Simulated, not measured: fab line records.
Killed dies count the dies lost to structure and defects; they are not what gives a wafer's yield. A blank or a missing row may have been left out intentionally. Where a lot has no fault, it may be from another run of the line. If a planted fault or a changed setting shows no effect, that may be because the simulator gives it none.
fab line records | flow gf180mcu
record: lots: 11 wafers: 32 lastDay: 34
route steps=602 shown DUAL_GATE@152 POLY_GATE@169 HV_LDD@223 PSD@257
lots that met no fault: taken from a fault-free run of the same line
startH: start of the lot's first displayed wafer, in hours after the record's first day | waitH: time in hours since the lot's previous step | " unchanged from the row above | L1.1+2: one row covering several wafers at once | - no value, or no start given | * or withheld: withheld | < > ~ a bound
route shown NAME@n: names a module that has steps shown in the file, with the first one's number in the route | usual: mean/standard deviation taken from wafers without a fault | same: alike in all rows | chamber/n: place in a boat | sites: readings site by site | _std_site: how widely they spread, as a standard deviation | _edge_site: inner sites' mean taken away from outer sites' mean | radiusMm: how far each site lies from the wafer's centre | mask NAME#n: copy n | behind: the last tool/chamber to shape the wafer | hold: why the lot was held/for how many hours/how that ended | device: names the non-switching transistor (n, p or np) | end of line: the same wafers' tests at the end of the route | where a step has no rows: the recipe by itself | killed: the dies lost at the first sort to structure and to defects; this is not the yield of the wafer | map: shows each die of a wafer: x if killed, . if not, _ if none is there
set.NAME: the setting as run; set.NAME@STEP: as run at that earlier step | model.NAME: the simulator's own value behind a step, which no gauge read
the route's steps for a sample of lots (tables are steps, rows are wafers)
services: a tool's chamber out of use, with start hour (startH, from the record's first day; less than 0 if before it), hours out, and reason
== steps ==
step: GF_DUAL_GATE_OVL_MEAS_11
usual: DUAL_GATE_OVL: -0.7/1.7
columns lot.wafer tool chamber startH waitH DUAL_GATE_OVL[nm]
L719.1 overlay-02 - 191.03 0.2 -3.2
L719.2 " - " " -4.7
L719.4 " - " " -3.4
L721.1 overlay-01 - 206.04 0.1 -3.3
L721.2 " - " " -1.3
L721.4 " - " " 0.0
L722.1 overlay-02 - 211.05 0.1 -0.5
L722.5 " - " " -1.7
L722.6 " - " " -1.6
L723.3 overlay-02 - 219.78 0.1 -1.9
L723.4 " - " " -1.8
L723.5 " - " " -0.8
L725.1 overlay-02 - 234.45 0.1 -1.9
L725.5 " - " " -1.5
L725.6 " - " " -0.6
L726.4 overlay-01 - 239.80 0.1 1.7
L726.6 " - " " -2.2
L733.3 overlay-02 - 287.56 0.1 -2.6
L733.4 " - " " -1.0
L733.6 " - " " -1.8
L734.1 overlay-02 - 301.23 0.1 -4.1
L734.3 " - " " -3.4
L734.5 " - " " -3.3
L737.2 overlay-02 - 316.90 0.1 -1.2
L737.4 " - " " -1.0
L737.5 " - " " -0.3
L739.3 overlay-01 - 330.58 0.1 -4.0
L739.4 " - " " -1.7
L739.5 " - " " -0.2
L740.2 overlay-01 - 340.99 0.1 0.6
L740.3 " - " " 1.8
L740.4 " - " " 1.8
step: GF_POLY_GATE_ETCH_12
recipe: chemistry: N2/H2 targetDepthA: withheld overetchA: withheld timeS: withheld target: BARC ionEnergyEv: 200 sourceW: 500 biasW: 100 pressureMtorr: 30 n2FlowSccm: 100 h2FlowSccm: 200
usual: drypumpMotorCurrentA: 5.7/0.45 oesProductAu: 0.735/0.0047 throttleValvePct: 13.214/0.0096
columns lot.wafer tool chamber startH waitH drypumpMotorCurrentA oesProductAu throttleValvePct
L719.1 rieDiel-03 0 211.64 0.0 5.6 0.739 13.207
L719.2 " 2 " " 5.7 0.738 13.214
L719.4 " 3 " " 5.9 0.739 13.194
L721.1 rieDiel-04 2 228.40 0.0 5.7 0.732 13.217
L721.2 " 1 " " 4.7 0.727 13.220
L721.4 " 3 " " 5.3 0.735 13.216
L722.1 rieDiel-03 0 232.95 0.0 5.6 0.744 13.219
L722.5 " 1 " " 5.8 0.729 13.233
L722.6 " 3 " " 5.9 0.735 13.215
L723.3 rieDiel-01 0 242.14 0.0 5.6 0.738 13.225
L723.4 " 2 " " 6.5 0.734 13.221
L723.5 " 3 " " 6.2 0.728 13.219
L725.1 rieDiel-01 0 256.26 0.0 5.6 0.730 13.206
L725.5 " 3 " " 6.3 0.742 13.210
L725.6 " 2 " " 6.5 0.741 13.197
L726.4 rieDiel-03 1 262.84 0.0 5.8 0.742 13.211
L726.6 " 1 " " 5.8 0.729 13.196
L733.3 rieDiel-03 2 313.64 0.0 5.7 0.742 13.212
L733.4 " 0 " " 5.6 0.736 13.204
L733.6 " 2 " " 5.7 0.738 13.228
L734.1 rieDiel-03 1 325.51 0.0 5.8 0.746 13.219
L734.3 " 0 " " 5.6 0.739 13.188
L734.5 " 2 " " 5.7 0.733 13.202
L737.2 rieDiel-03 3 345.81 0.0 5.9 0.737 13.220
L737.4 " 3 " " 5.9 0.746 13.208
L737.5 " 0 " " 5.6 0.729 13.208
L739.3 rieDiel-01 2 355.01 0.0 6.5 0.735 13.222
L739.4 " 0 " " 5.6 0.734 13.215
L739.5 " 2 " " 6.5 0.741 13.218
L740.2 rieDiel-04 0 368.70 0.0 6.2 0.733 13.196
L740.3 " 2 " " 5.7 0.740 13.211
L740.4 " 1 " " 4.7 0.732 13.231
step: GF_HV_LDD_OVL_MEAS_47
usual: HV_LDD_03_OVL: 0.1/1.4
columns lot.wafer tool chamber startH waitH HV_LDD_03_OVL[nm]
L719.1 overlay-02 - 291.57 0.1 -2.0
L719.2 " - " " -2.2
L719.4 " - " " -2.2
L721.1 overlay-02 - 309.94 0.1 -1.4
L721.2 " - " " -0.8
L721.4 " - " " 0.6
L722.1 overlay-02 - 312.92 0.1 -0.8
L722.5 " - " " -2.2
L722.6 " - " " -2.1
L723.3 overlay-02 - 323.89 0.1 0.9
L723.4 " - " " -0.7
L723.5 " - " " -0.3
L725.1 overlay-02 - 338.44 0.1 -1.1
L725.5 " - " " 1.2
L725.6 " - " " -0.2
L726.4 overlay-02 - 346.96 0.1 -2.2
L726.6 " - " " -2.2
L733.3 overlay-01 - 407.33 0.1 1.0
L733.4 " - " " 0.0
L733.6 " - " " 0.1
L734.1 overlay-01 - 422.92 0.1 1.1
L734.3 " - " " -0.1
L734.5 " - " " 0.9
L737.2 overlay-02 - 443.35 0.1 -0.5
L737.4 " - " " -0.2
L737.5 " - " " 0.5
L739.3 overlay-01 - 453.48 0.1 1.1
L739.4 " - " " 4.4
L739.5 " - " " 2.3
L740.2 overlay-01 - 469.99 0.1 0.2
L740.3 " - " " 1.2
L740.4 " - " " 0.7
step: GF_PSD_IMPLANT_09
recipe: species: BF2 energyKev: 40 doseCm2: 1.5e+15 tiltDeg: 7
usual: beamOnS: 9.98/0.19 faradayCurrentUA: 8265/160
columns lot.wafer tool chamber startH waitH beamOnS faradayCurrentUA
L719.1 implanter-01 0 335.13 0.0 9.98 8261
L719.2 " 0 " " 9.95 8290
L719.4 " 0 " " 10.07 8184
L721.1 implanter-04 0 354.64 0.0 10.20 8080
L721.2 " 0 " " 10.02 8205
L721.4 " 0 " " 10.14 8136
L722.1 implanter-04 0 357.24 0.0 7.75 10649
L722.5 " 0 " " 9.87 8353
L722.6 " 0 " " 7.56 10893
L723.3 implanter-02 0 369.64 0.1 10.09 8214
L723.4 " 0 " " 9.84 8402
L723.5 " 0 " " 9.90 8305
L725.1 implanter-04 0 385.35 0.0 7.81 10582
L725.5 " 0 " " 9.67 8529
L725.6 " 0 " " 7.28 11276
L726.4 implanter-04 0 393.36 0.1 9.76 8450
L726.6 " 0 " " 7.62 10831
L733.3 implanter-01 0 460.64 0.1 9.99 8231
L733.4 " 0 " " 10.07 8183
L733.6 " 0 " " 9.98 8267
L734.1 implanter-04 0 475.87 0.0 10.15 8133
L734.3 " 0 " " 9.89 8371
L734.5 " 0 " " 9.96 8286
L737.2 implanter-04 0 495.21 0.0 10.09 8155
L737.4 " 0 " " 10.22 8013
L737.5 " 0 " " 9.97 8223
L739.3 implanter-02 0 506.52 0.1 9.78 8427
L739.4 " 0 " " 10.00 8262
L739.5 " 0 " " 10.16 8132
L740.2 implanter-04 0 520.46 0.0 9.92 8323
L740.3 " 0 " " 9.87 8362
L740.4 " 0 " " 10.14 8155
step: GF_PSD_STRIP_10
recipe: chemistry: O2/N2 powerW: 1400 pressureMtorr: 1500 platenTempC: 250 o2FlowSccm: 3000 n2FlowSccm: 300 overashFraction: 0.5
usual: drypumpMotorCurrentA: 6.0/0.32 heaterPowerW: 340/27 oesProductAu: 0.592/0.0045 stripTimeToEndpointS: 16.53/0.039
same: overashFraction: 0.5
columns lot.wafer tool chamber startH waitH drypumpMotorCurrentA heaterPowerW oesProductAu rfHoursCounterH stripTimeToEndpointS
L719.1 plasmaAsher-01 0 335.28 0.1 5.8 296 0.597 67 16.46
L719.2 " 1 " " 5.4 377 0.584 67 16.49
L719.4 " 0 " " 5.8 293 0.589 - 16.48
L721.1 plasmaAsher-03 0 354.79 0.1 5.8 326 0.593 25 16.54
L721.2 " 1 " " 6.4 379 0.586 25 16.53
L721.4 " 1 " " 6.4 380 0.592 - 16.53
L722.1 plasmaAsher-02 1 357.39 0.1 6.1 323 0.612 55 15.69
L722.5 " 1 " " 6.1 325 0.601 - 16.51
L722.6 " 0 " " 6.2 332 0.604 - 15.67
L723.3 plasmaAsher-01 0 369.77 0.1 5.8 295 0.595 - 16.55
L723.4 " 1 " " 5.4 372 0.591 - 16.56
L723.5 " 1 " " 5.4 379 0.589 - 16.56
L725.1 plasmaAsher-01 1 385.50 0.1 5.4 366 0.610 72 15.79
L725.5 " 1 " " 5.4 364 0.598 - 16.58
L725.6 " 0 " " 5.8 297 0.616 - 15.78
L726.4 plasmaAsher-01 0 393.47 0.1 5.9 294 0.589 - 16.57
L726.6 " 0 " " 5.8 300 0.617 - 15.75
L733.3 plasmaAsher-03 1 460.77 0.1 6.3 376 0.593 - 16.53
L733.4 " 0 " " 5.8 332 0.587 - 16.50
L733.6 " 1 " " 6.4 372 0.588 - 16.54
L734.1 plasmaAsher-02 0 476.02 0.1 6.3 339 0.590 68 16.49
L734.3 " 1 " " 6.1 331 0.591 - 16.51
L734.5 " 0 " " 6.2 345 0.590 - 16.50
L737.2 plasmaAsher-02 1 495.34 0.1 6.1 328 0.591 70 16.55
L737.4 " 0 " " 6.3 341 0.592 - 16.52
L737.5 " 0 " " 6.3 333 0.596 - 16.54
L739.3 plasmaAsher-01 1 506.66 0.1 5.4 369 0.592 - 16.55
L739.4 " 0 " " 5.9 299 0.588 - 16.52
L739.5 " 0 " " 5.9 296 0.587 - 16.55
L740.2 plasmaAsher-02 1 520.59 0.1 6.1 332 0.592 73 16.46
L740.3 " 0 " " 6.2 337 0.592 - 16.50
L740.4 " 1 " " 6.1 328 0.587 - 16.50
step: GF_PSD_TW_MEAS_11
usual: PSD_TW: 3180/31
columns lot.wafer tool chamber startH waitH hold PSD_TW
L719.1 filmMetro-03 - 335.38 0.1 - 3178
L719.2 " - " " - 3179
L719.4 " - " " - 3178
L721.1 filmMetro-03 - 354.89 0.1 - 3210
L721.2 " - " " - 3194
L721.4 " - " " - 3205
L722.1 filmMetro-02 - 357.51 0.1 awaitDispo/0.2h/release 3038
L722.5 " - " " awaitDispo/0.2h/release 3208
L722.6 " - " " awaitDispo/0.2h/release 3051
L722.1 filmMetro-02 - 357.82 0.3 - 3039
L722.5 " - " " - 3217
L722.6 " - " " - 3038
L723.3 filmMetro-03 - 369.86 0.1 - 3173
L723.4 " - " " - 3172
L723.5 " - " " - 3153
L725.1 filmMetro-04 - 385.60 0.1 awaitDispo/0.2h/release 2967
L725.5 " - " " awaitDispo/0.2h/release 3129
L725.6 " - " " awaitDispo/0.2h/release 2963
L725.1 filmMetro-04 - 385.83 0.2 - 2963
L725.5 " - " " - 3134
L725.6 " - " " - 2956
L726.4 filmMetro-04 - 393.57 0.1 awaitDispo/0.2h/release 3118
L726.6 " - " " awaitDispo/0.2h/release 2975
L726.4 filmMetro-04 - 393.80 0.2 - 3147
L726.6 " - " " - 2956
L733.3 filmMetro-04 - 460.86 0.1 - 3123
L733.4 " - " " - 3139
L733.6 " - " " - 3123
L734.1 filmMetro-02 - 476.12 0.1 - 3209
L734.3 " - " " - 3213
L734.5 " - " " - 3205
L737.2 filmMetro-02 - 495.45 0.1 - 3220
L737.4 " - " " - 3218
L737.5 " - " " - 3212
L739.3 filmMetro-02 - 506.74 0.1 - 3202
L739.4 " - " " - 3222
L739.5 " - " " - 3208
L740.2 filmMetro-02 - 520.70 0.1 - 3198
L740.3 " - " " - 3205
L740.4 " - " " - 3205
step: GF_PSD_RS_MEAS_15
recipe: thkMeasGauge: four-point-probe
usual: PSD_RS: 108.65/0.3
columns lot.wafer tool chamber startH waitH hold PSD_RS[ohm/sq]
L719.1 filmMetro-04 - 335.69 0.1 - 108.28
L719.2 " - " " - 108.57
L719.4 " - " " - 108.74
L721.1 filmMetro-04 - 355.20 0.1 - 108.74
L721.2 " - " " - 108.81
L721.4 " - " " - 108.91
L722.1 filmMetro-02 - 358.89 0.2 awaitDispo/0.2h/release 123.28
L722.5 " - " " awaitDispo/0.2h/release 108.76
L722.6 " - " " awaitDispo/0.2h/release 123.36
L722.1 filmMetro-02 - 359.26 0.3 - 123.33
L722.5 " - " " - 108.77
L722.6 " - " " - 123.44
L723.3 filmMetro-03 - 370.19 0.1 - 108.59
L723.4 " - " " - 108.69
L723.5 " - " " - 108.62
L725.1 filmMetro-02 - 389.54 0.2 awaitDispo/0.2h/release 122.80
L725.5 " - " " awaitDispo/0.2h/release 108.43
L725.6 " - " " awaitDispo/0.2h/release 122.56
L725.1 filmMetro-02 - 389.83 0.3 - 122.69
L725.5 " - " " - 108.81
L725.6 " - " " - 122.46
L726.4 filmMetro-03 - 395.59 0.2 awaitDispo/0.2h/release 108.24
L726.6 " - " " awaitDispo/0.2h/release 123.04
L726.4 filmMetro-03 - 395.92 0.3 - 108.32
L726.6 " - " " - 122.61
L733.3 filmMetro-03 - 461.19 0.1 - 108.46
L733.4 " - " " - 108.04
L733.6 " - " " - 108.44
L734.1 filmMetro-02 - 476.44 0.1 - 108.13
L734.3 " - " " - 108.29
L734.5 " - " " - 108.28
L737.2 filmMetro-04 - 495.77 0.1 - 108.89
L737.4 " - " " - 108.85
L737.5 " - " " - 108.90
L739.3 filmMetro-04 - 507.08 0.1 - 108.96
L739.4 " - " " - 109.02
L739.5 " - " " - 108.88
L740.2 filmMetro-03 - 521.02 0.1 - 108.97
L740.3 " - " " - 108.62
L740.4 " - " " - 108.86
== services ==
columns tool chamber startH hours kind
plasmaAsher-01 - 189.27 4.0 repair
implanter-02 - 190.01 3.3 pm
rieDiel-03 0 190.31 5.6 repair
implanter-02 - 213.76 4.4 repair
rieDiel-01 - 221.26 0.4 repair
rieDiel-04 3 232.35 10.3 repair
rieDiel-01 0 238.32 1.7 repair
rieDiel-01 1 254.21 6.3 repair
implanter-04 - 265.62 1.0 repair
plasmaAsher-01 - 282.28 2.1 repair
rieDiel-01 0 337.02 1.2 repair
rieDiel-03 2 340.03 27.1 repair
rieDiel-03 0 349.12 2.9 repair
plasmaAsher-02 - 354.12 2.8 pm
rieDiel-03 3 370.09 6.8 repair
rieDiel-03 - 401.85 2.8 pm
plasmaAsher-01 - 402.60 7.5 repair
rieDiel-01 - 412.13 5.4 repair
rieDiel-01 1 434.22 4.9 repair
rieDiel-01 - 457.25 0.6 repair
rieDiel-01 3 457.83 3.0 repair
implanter-04 - 465.12 1.3 repair
rieDiel-03 0 473.85 7.9 repair
plasmaAsher-02 - 498.68 1.3 repair
== key ==
firstSign: step: GF_PSD_IMPLANT_09 reading: faradayCurrentUA direction: up sigmas: 16 usual: 8265 struck: 10846
effect: step: GF_PSD_IMPLANT_09 reading: beamOnS direction: down sigmas: 12 usual: 9.98 struck: 7.60
effect: step: GF_PSD_STRIP_10 reading: stripTimeToEndpointS direction: down sigmas: 20 usual: * struck: *
effect: step: GF_PSD_TW_MEAS_11 reading: visit direction: added
effect: step: GF_PSD_TW_MEAS_11 reading: PSD_TW direction: down sigmas: 5.9 usual: 3180 struck: 2999
effect: step: GF_PSD_RS_MEAS_15 reading: visit direction: added
effect: step: GF_PSD_RS_MEAS_15 reading: PSD_RS direction: up sigmas: 49 usual: 108.65 struck: 123.01
metAt GF_PSD_IMPLANT_09
struckLots L722,L725,L726
struckWafers L722.1,L722.6,L725.1,L725.6,L726.6
testerLeftOut L722,L725,L726
notActingAt GF_DUAL_GATE_OVL_MEAS_11,GF_POLY_GATE_ETCH_12,GF_HV_LDD_OVL_MEAS_47
onsetBetween 354.64 357.24
fault: kind: processParameterDrift tool: implanter-04 chamber: - onsetH: 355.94 steps: GF_PSD_IMPLANT_09 channel: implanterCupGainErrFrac offset: 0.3 shape: step endH: 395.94 scope: struckWafersOnly
testerLeftOut: of these lots the tester's yield and bins aren't shown, on N5 and GAA mostly nor the transistor test; their killed dies are dies lost to structure and defects alone, not to doping, threshold or leakage, so they don't give the yield
